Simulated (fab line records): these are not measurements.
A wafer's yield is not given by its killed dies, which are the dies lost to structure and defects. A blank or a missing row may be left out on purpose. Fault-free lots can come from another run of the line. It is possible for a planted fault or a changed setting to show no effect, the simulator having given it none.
Struck lot and sound lot, side by side / flow gf180mcu / 43 out of 602 route steps
Sound: wafers L439.1, L439.3, L439.4. The struck wafers were L450.4, L450.5, L450.6. Last of all comes the cause.
Each step with rows lists, per side, the tool, then ch with its chambers, then its first start. Under that, the readings that differ: sound wafers / struck wafers / difference of the means / sigmas: that difference in standard deviations of wafers without a fault.
alike: a reading whose means differ by less than 2 such deviations, as well as words and numbers matching on both sides. not compared: withheld readings; readings where some wafer has no value; bounds like >300 that might hide an equal value; numbers whose values overlap and for which the record gives no deviation.
Wherever a step has rows on one side only, a row that says differs or no value, or a row with sigmas, the two part there. When numbers do not overlap yet have no deviation, they are printed without sigmas and do not part them. Lack of a reading on every wafer of one side parts them only where that side has two or more wafers.

first, 1 step without rows for these wafers: GF_POLY_GATE_OXIDATION_16 (stabilise 600 s, purge 300 s, target thk 4 nm).
GF_POLY_GATE_THK_MEAS_17:
  sound on film-metro-02 at day 9 21:56; struck on film-metro-01 at day 13 09:55
reading=POLY_GATE_OXIDATION_THK (nm); sound=3.77 3.80 3.79; struck=3.93 3.94 4.02; difference=+0.18; sigmas=+2
GF_POLY_GATE_CD_MEAS_18:
  sound on cd-sem-01 at day 9 22:00; struck on cd-sem-01 at day 13 10:02
  alike: cd-nm
then, 7 steps without rows for these wafers: GF_HV_LDD_DEHYDRATE_00 (time 60 s); GF_HV_LDD_HMDS_01 (prime time 60 s); GF_HV_LDD_COAT_02 (resist thk 1000 nm); GF_HV_LDD_SOFTBAKE_03 (time 60 s); GF_HV_LDD_EXPOSE_04 (exposes mask Nplus LV AREA, target cd 400 nm); GF_HV_LDD_PEB_05; GF_HV_LDD_DEVELOP_06 (develop time 60 s).
GF_HV_LDD_CD_MEAS_07: target cd 400 nm.
  sound on cd-sem-01 at day 10 15:47; struck on cd-sem-02 at day 14 06:11
  alike: cd-nm
GF_HV_LDD_OVL_MEAS_08:
  sound on overlay-02 at day 10 15:54; struck on overlay-01 at day 14 06:16
  alike: HV_LDD_OVL
GF_HV_LDD_IMPLANT_09:
  sound on implanter-01 ch 0, day 10 15:56; struck on implanter-03, day 14 06:22
  no value came back on the struck wafers for beam-energy-keV, beam-on-s (s); on the sound wafers beam-energy-keV reads 39.999 40.022 40.011
GF_HV_LDD_STRIP_10: strips in O2/N2.
  sound on plasma-asher-02 ch 0,1, day 10 16:05; struck on plasma-asher-02 ch 0,1, day 14 06:28
  alike: drypump-motor-current-A, heater-power-w, oes-product-au, platen-temp-c, strip-time-to-endpoint-s
  not compared: rf-hours-counter-h
GF_HV_LDD_TW_MEAS_11:
  sound on film-metro-01 at day 10 16:11; struck on film-metro-04 at day 14 06:34
reading=HV_LDD_TW; sound=2393 2412 2405; struck=30 30 30; difference=-2373; sigmas=-99 or more
then, 7 steps without rows for these wafers: GF_HV_LDD_DEHYDRATE_12 (time 60 s); GF_HV_LDD_HMDS_13 (prime time 60 s); GF_HV_LDD_COAT_14 (resist thk 1000 nm); GF_HV_LDD_SOFTBAKE_15 (time 60 s); GF_HV_LDD_EXPOSE_16 (exposes mask Pplus LV AREA, target cd 400 nm); GF_HV_LDD_PEB_17; GF_HV_LDD_DEVELOP_18 (develop time 60 s).
GF_HV_LDD_CD_MEAS_19: target cd 400 nm.
  sound on cd-sem-02 at day 11 10:29; struck on cd-sem-02 at day 15 03:35
  alike: cd-nm
GF_HV_LDD_OVL_MEAS_20:
  sound on overlay-02 at day 11 10:36; struck on overlay-02 at day 15 03:40
  alike: HV_LDD_01_OVL
following that, these wafers have no rows for 1 step: GF_HV_LDD_IMPLANT_21.
GF_HV_LDD_STRIP_22: strips in O2/N2.
  sound on plasma-asher-02 ch 0,1, day 11 10:47; struck on plasma-asher-02 ch 0,1, day 15 03:52
  alike: drypump-motor-current-A, heater-power-w, oes-product-au, platen-temp-c, strip-time-to-endpoint-s
  not compared: rf-hours-counter-h
GF_HV_LDD_TW_MEAS_23:
  sound on film-metro-01 at day 11 10:53; struck on film-metro-04 at day 15 03:57
  alike: HV_LDD_2_TW
then, 7 steps without rows for these wafers: GF_HV_LDD_DEHYDRATE_24 (time 60 s); GF_HV_LDD_HMDS_25 (prime time 60 s); GF_HV_LDD_COAT_26 (resist thk 1000 nm); GF_HV_LDD_SOFTBAKE_27 (time 60 s); GF_HV_LDD_EXPOSE_28 (exposes mask Nplus HV AREA, target cd 400 nm); GF_HV_LDD_PEB_29; GF_HV_LDD_DEVELOP_30 (develop time 60 s).
GF_HV_LDD_CD_MEAS_31: target cd 400 nm.
  sound on cd-sem-02 at day 12 06:23; struck on cd-sem-01 at day 16 01:29
  alike: cd-nm
GF_HV_LDD_OVL_MEAS_32:
  sound on overlay-02 at day 12 06:30; struck on overlay-02 at day 16 01:34
  alike: HV_LDD_02_OVL
then, 4 steps without rows for these wafers: GF_HV_LDD_IMPLANT_33; GF_HV_LDD_IMPLANT_34; GF_HV_LDD_IMPLANT_35; GF_HV_LDD_IMPLANT_36.
GF_HV_LDD_STRIP_37: strips in O2/N2.
  sound on plasma-asher-04 ch 0,1, day 12 07:08; struck on plasma-asher-01 ch 0,1, day 16 02:13
reading=drypump-motor-current-A (A); sound=4.9 4.9 5.4; struck=6.0 6.0 5.5; difference=+0.8; sigmas=+2
  alike: heater-power-w, oes-product-au, platen-temp-c, strip-time-to-endpoint-s
  not compared: rf-hours-counter-h
GF_HV_LDD_TW_MEAS_38:
  sound on film-metro-04 at day 12 07:14; struck on film-metro-01 at day 16 02:19
reading=HV_LDD_3_TW; sound=1452 1445 1448; struck=1435 1437 1430; difference=-14; sigmas=-2
GF_HV_LDD_RS_MEAS_53: uses a four-point probe to measure.
  sound on film-metro-04 at day 13 03:37; struck on film-metro-04 at day 17 01:46
reading=HV_LDD_RS (ohm/sq); sound=419.7 419.0 418.3; struck=883.8 883.1 883.5; difference=+464.5; sigmas=+99 or more

== WHERE THEY PART ==
Earliest at GF_POLY_GATE_THK_MEAS_17; latest, in this record, at GF_HV_LDD_RS_MEAS_53.

WHY: whatever the simulator had introduced
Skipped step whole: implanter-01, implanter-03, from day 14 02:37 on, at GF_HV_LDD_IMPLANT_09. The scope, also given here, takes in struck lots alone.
